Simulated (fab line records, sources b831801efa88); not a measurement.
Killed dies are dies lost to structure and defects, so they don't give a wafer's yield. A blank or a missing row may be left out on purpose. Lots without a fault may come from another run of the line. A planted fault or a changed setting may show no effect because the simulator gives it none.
Which tool did it? | flow sky130 | 13 lots, 39 wafers sampled, at 5 steps of a route of 708

WHAT THE GAUGES READ, wafer by wafer
The record holds no reading of a measuring or inspecting step that can be judged against a usual standard deviation.

WHICH TOOL RAN EACH LOT (tool, then ch and the chambers of the sampled wafers, then the start)
lot  | SKY_POLY_GATE_CVD_03        | SKY_VIA4_ETCH_12                   | SKY_VIA4_SPUTTER_17          | SKY_METAL5_STRIP_16                  | SKY_PAD_OPEN_PROBE_99
L484 | lpcvd-02 ch 1, day 16 10:58 | rie_diel-03 ch 2,3, day 43 18:30   | pvd_sputter-01, day 43 19:13 | plasma_asher-01 ch 0,1, day 44 18:44 | prober-01, day 46 17:33
L483 | lpcvd-02 ch 0, day 16 15:41 | rie_diel-04 ch 0,1,3, day 44 00:04 | pvd_sputter-02, day 44 00:56 | plasma_asher-03 ch 0,1, day 45 00:10 | prober-02, day 46 20:49
L486 | lpcvd-02 ch 1, day 17 00:34 | rie_diel-02 ch 1,2, day 44 07:21   | pvd_sputter-02, day 44 08:01 | plasma_asher-02 ch 0,1, day 45 07:21 | prober-02, day 47 04:26
L488 | lpcvd-02 ch 1, day 17 14:29 | rie_diel-03 ch 0,1,3, day 44 17:37 | pvd_sputter-02, day 44 18:17 | plasma_asher-01 ch 0,1, day 45 17:18 | prober-02, day 47 14:14
L489 | lpcvd-02 ch 1, day 17 19:52 | rie_diel-03 ch 1,2,3, day 44 18:48 | pvd_sputter-01, day 44 19:32 | plasma_asher-02 ch 0,1, day 45 18:28 | prober-01, day 47 14:53
L490 | lpcvd-02 ch 1, day 18 16:22 | rie_diel-02 ch 0,1,2, day 45 07:38 | pvd_sputter-03, day 45 08:19 | plasma_asher-02 ch 0,1, day 46 06:08 | prober-02, day 48 01:56
L500 | lpcvd-02 ch 0, day 21 23:55 | rie_diel-04 ch 0,1,3, day 47 14:53 | pvd_sputter-02, day 47 15:34 | plasma_asher-02 ch 0,1, day 48 11:57 | prober-02, day 50 02:10
L499 | lpcvd-02 ch 0, day 22 01:17 | rie_diel-03 ch 0,2,3, day 47 19:36 | pvd_sputter-02, day 47 20:19 | plasma_asher-01 ch 0,1, day 48 15:49 | prober-02, day 50 05:31
L501 | lpcvd-02 ch 1, day 22 06:07 | rie_diel-03 ch 0,2,3, day 47 21:16 | pvd_sputter-02, day 47 21:57 | plasma_asher-01 ch 0,1, day 48 17:53 | prober-01, day 50 07:19
L502 | lpcvd-02 ch 0, day 22 12:16 | rie_diel-03 ch 0,3, day 48 04:30   | pvd_sputter-02, day 48 05:11 | plasma_asher-02 ch 0,1, day 49 01:26 | prober-01, day 50 14:32
L503 | lpcvd-02 ch 1, day 22 16:41 | rie_diel-02 ch 0,1,2, day 48 04:52 | pvd_sputter-03, day 48 05:34 | plasma_asher-01 ch 0,1, day 49 01:11 | prober-02, day 50 13:58
L504 | lpcvd-02 ch 1, day 23 00:49 | rie_diel-03 ch 1,2,3, day 48 09:18 | pvd_sputter-02, day 48 09:58 | plasma_asher-01 ch 0,1, day 49 05:33 | prober-02, day 50 17:52
L505 | lpcvd-02 ch 1, day 23 02:37 | rie_diel-04 ch 2,3, day 48 11:23   | pvd_sputter-02, day 48 12:04 | plasma_asher-03 ch 0,1, day 49 07:19 | prober-01, day 50 20:08
- SKY_POLY_GATE_CVD_03: deposits Si3N4 from DCS/NH3, target thk 75 nm, time 1290 s.
- SKY_VIA4_ETCH_12: etches SiO2 in C4F8/O2/Ar, stops on TiN, target depth 580 nm.
- SKY_VIA4_SPUTTER_17: material TiN, target thk 20 nm, time 80 s.
- SKY_METAL5_STRIP_16: strips in O2/N2.
- SKY_PAD_OPEN_PROBE_99

WHAT THE TOOLS THEMSELVES READ (means of the sampled wafers that have a number; where no wafer has one, the mark that the record gives instead)
SKY_POLY_GATE_CVD_03. Usual: pressure_mtorr 250.0 mTorr, standard deviation 0.54.
lot  | tool     | pressure_mtorr (mTorr) | flag
L484 | lpcvd-02 | 250.8                  |
L483 | lpcvd-02 | 250.3                  |
L486 | lpcvd-02 | 250.6                  |
L488 | lpcvd-02 | 249.5                  |
L489 | lpcvd-02 | 250.2                  |
L490 | lpcvd-02 | 250.6                  |
L500 | lpcvd-02 | 249.8                  |
L499 | lpcvd-02 | 250.0                  |
L501 | lpcvd-02 | 250.4                  |
L502 | lpcvd-02 | 250.4                  |
L503 | lpcvd-02 | 249.2                  |
L504 | lpcvd-02 | 249.7                  |
L505 | lpcvd-02 | 249.4                  |

SKY_VIA4_ETCH_12. Usual: oes_product_au 0.926 a.u., standard deviation 0.0043.
lot  | tool        | oes_product_au (a.u.) | flag
L484 | rie_diel-03 | 0.926                 |
L483 | rie_diel-04 | 0.922                 |
L486 | rie_diel-02 | 0.928                 |
L488 | rie_diel-03 | 0.930                 |
L489 | rie_diel-03 | 0.927                 |
L490 | rie_diel-02 | 0.927                 |
L500 | rie_diel-04 | 0.923                 |
L499 | rie_diel-03 | 0.924                 |
L501 | rie_diel-03 | 0.927                 |
L502 | rie_diel-03 | 0.924                 |
L503 | rie_diel-02 | 0.929                 |
L504 | rie_diel-03 | 0.925                 |
L505 | rie_diel-04 | 0.923                 |

SKY_VIA4_SPUTTER_17. Usual: throttle_valve_pct 29.8 %, standard deviation 1.3.
lot  | tool           | throttle_valve_pct (%) | flag
L484 | pvd_sputter-01 | 30.6                   |
L483 | pvd_sputter-02 | 28.9                   |
L486 | pvd_sputter-02 | 29.7                   |
L488 | pvd_sputter-02 | 29.3                   |
L489 | pvd_sputter-01 | 30.4                   |
L490 | pvd_sputter-03 | 30.1                   |
L500 | pvd_sputter-02 | 29.3                   |
L499 | pvd_sputter-02 | 29.1                   |
L501 | pvd_sputter-02 | 29.9                   |
L502 | pvd_sputter-02 | 29.1                   |
L503 | pvd_sputter-03 | 30.5                   |
L504 | pvd_sputter-02 | 28.9                   |
L505 | pvd_sputter-02 | 30.1                   |

SKY_METAL5_STRIP_16. Usual: drypump_motor_current_A 5.80 A, standard deviation 0.28; oes_product_au 0.710 a.u., standard deviation 0.0043; strip_time_to_endpoint_s 13.10 s, standard deviation 0.13.
lot  | tool            | drypump_motor_current_A (A) | oes_product_au (a.u.) | strip_time_to_endpoint_s (s) | flag
L484 | plasma_asher-01 | 5.95                        | 0.713                 | 13.13                        |
L483 | plasma_asher-03 | 5.34                        | 0.710                 | 13.07                        |
L486 | plasma_asher-02 | 5.84                        | 0.711                 | 13.00                        |
L488 | plasma_asher-01 | 5.95                        | 0.712                 | 13.16                        |
L489 | plasma_asher-02 | 5.94                        | 0.710                 | 13.08                        |
L490 | plasma_asher-02 | 5.98                        | 0.706                 | 13.19                        |
L500 | plasma_asher-02 | 5.97                        | 0.713                 | 13.18                        |
L499 | plasma_asher-01 | 5.79                        | 0.713                 | 13.05                        |
L501 | plasma_asher-01 | 5.96                        | 0.710                 | 13.00                        |
L502 | plasma_asher-02 | 5.87                        | 0.712                 | 12.88                        |
L503 | plasma_asher-01 | 5.81                        | 0.710                 | 13.04                        |
L504 | plasma_asher-01 | 5.98                        | 0.711                 | 13.20                        |
L505 | plasma_asher-03 | 5.35                        | 0.708                 | 13.25                        |

SKY_PAD_OPEN_PROBE_99. Usual: killed_at_M0_to_M3 43, standard deviation 7.1; killed_at_M4_up 3.0, standard deviation 1.6; killed_at_contacts 24, standard deviation 5.3; killed_at_front_end 16, standard deviation 4.1; killed_at_other 0.5, standard deviation 0.82; killed_dies 86, standard deviation 9.4; killed_open 46, standard deviation 6.9; killed_short 39, standard deviation 6.5.
lot  | tool      | killed_at_M0_to_M3 | killed_at_M4_up | killed_at_contacts | killed_at_front_end | killed_at_other | killed_dies | killed_open | killed_short | flag
L484 | prober-01 | 40                 | 1.7             | 25                 | 15                  | 0.3             | 82          | 41          | 41           |
L483 | prober-02 | 35                 | 4.0             | 23                 | 16                  | 0.3             | 78          | 39          | 39           |
L486 | prober-02 | 40                 | 3.7             | 25                 | 14                  | 2.0             | 84          | 42          | 41           |
L488 | prober-02 | 41                 | 4.0             | 20                 | 18                  | 0.3             | 84          | 45          | 38           |
L489 | prober-01 | 37                 | 4.0             | 22                 | 58                  | 1.3             | 122         | 44          | 34           | OFF
L490 | prober-02 | 36                 | 5.0             | 19                 | 54                  | 0.3             | 114         | 38          | 34           | OFF
L500 | prober-02 | 44                 | 4.0             | 31                 | 11                  | 0.3             | 90          | 52          | 37           |
L499 | prober-02 | 49                 | 3.3             | 25                 | 17                  | 0.0             | 94          | 46          | 48           |
L501 | prober-01 | 42                 | 5.3             | 27                 | 17                  | 1.7             | 92          | 47          | 45           |
L502 | prober-01 | 34                 | 2.7             | 27                 | 15                  | 0.3             | 79          | 45          | 34           |
L503 | prober-02 | 39                 | 1.7             | 20                 | 18                  | 0.3             | 80          | 40          | 40           |
L504 | prober-02 | 42                 | 2.7             | 27                 | 16                  | 0.3             | 88          | 48          | 40           |
L505 | prober-01 | 40                 | 5.0             | 20                 | 15                  | 0.3             | 80          | 45          | 34           |

THE ANSWER, worked out from the rows above alone
Rule: a lot is off if the mean of its wafers that have a number lies more than 3 standard deviations from the usual mean. A lot without any number at a reading at which 4 lots or more have one is off too. The other lots that the step has rows for count as sound. The gauges are gone through in route order, then the tools' own readings, and for those a lot's mean is taken as printed above. The first step at which some lot is off is used, and at that step the reading that is off furthest; a lot without a number counts as furthest.
Off: L489, L490, at SKY_PAD_OPEN_PROBE_99 (killed_at_front_end).
A tool fits if, at that step or a process step before it, it ran every lot that is off, and no sound lot after the first of them. None of those tried fits.

WHAT THE SIMULATOR HAD PUT IN
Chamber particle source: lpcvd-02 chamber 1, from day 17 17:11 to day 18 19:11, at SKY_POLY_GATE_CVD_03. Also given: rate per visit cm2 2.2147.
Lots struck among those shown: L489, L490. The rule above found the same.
